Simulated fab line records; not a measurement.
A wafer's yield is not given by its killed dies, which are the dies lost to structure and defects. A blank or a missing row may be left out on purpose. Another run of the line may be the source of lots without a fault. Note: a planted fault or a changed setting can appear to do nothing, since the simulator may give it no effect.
The same fault as seen by 2 desks + flow sfq_line + what lay behind the numbers comes last; until then each desk has only its own

DESK OF THE TOOL OWNER: pvd_sputter-04
The tool's own readings at SFQ_TRILAYER_M1_DEP_SPUTTER_037 (material Nb, target thk 200 nm, time 133.3 s): means of the sampled wafers that have a number, for each lot that ran on this tool. If a lot's mean is further than 4 standard deviations from the usual mean, the lot is out of limits and carries the mark OUT (the distance appears in the brackets).
Columns: A = throttle_valve_pct at SFQ_TRILAYER_M1_DEP_SPUTTER_037, usual 30.1 %
| lot  | first seen here | A    |
|------|-----------------|------|
| L987 | day 13 15:08    | 30.2 |
| L101 | day 17 12:17    | 31.1 |
| L102 | day 17 19:29    | 29.8 |
Result from this desk: across the 3 lots, nothing is out of limits.

METROLOGY DESK
Lot by lot, what the gauges showed, no matter which tool ran the lot: averages of those sampled wafers that carry a number. If a lot's mean is further than 4 standard deviations from the usual mean, the lot is out of limits and carries the mark OUT (the distance appears in the brackets).
Columns: A = M1_NB_RS at SFQ_M1_RS_MEAS_909, usual 0.889 ohm/sq
| lot  | first seen here | A               |
|------|-----------------|-----------------|
| L986 | day 13 12:32    | 0.902           |
| L987 | day 13 15:17    | 0.877           |
| L988 | day 14 03:23    | 0.891           |
| L989 | day 14 10:35    | 0.886           |
| L990 | day 14 15:24    | 0.895           |
| L991 | day 14 23:48    | 0.899           |
| L992 | day 15 04:35    | 0.899           |
| L101 | day 17 12:22    | 1.333 (+44) OUT |
| L102 | day 17 19:38    | 1.304 (+41) OUT |
| L103 | day 18 01:35    | 0.904           |
| L104 | day 18 09:30    | 0.887           |
| L108 | day 20 03:46    | 0.894           |
Per this desk, out of limits: L101, L102; the first was L101, day 17 12:22 (M1_NB_RS at SFQ_M1_RS_MEAS_909). Within limits: L986, L987, L988, L989, L990, L991, L992, L103, L104, L108.

PUT TOGETHER
L101, L102 would have let the metrology desk raise an alarm at day 17 12:22.
The desk of the tool owner found nothing out of limits.
Tool owner's desk: L101, L102 on record, inside its limits.
Every lot named ran SFQ_TRILAYER_M1_DEP_SPUTTER_037 on pvd_sputter-04.

WHAT WAS PUT IN BY THE SIMULATOR
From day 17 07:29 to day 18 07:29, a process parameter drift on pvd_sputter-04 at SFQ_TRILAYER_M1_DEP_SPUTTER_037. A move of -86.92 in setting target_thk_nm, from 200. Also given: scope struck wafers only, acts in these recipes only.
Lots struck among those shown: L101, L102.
Time in hours between the start of the fault and the first out-of-limits reading at each desk: metrology desk, 5.
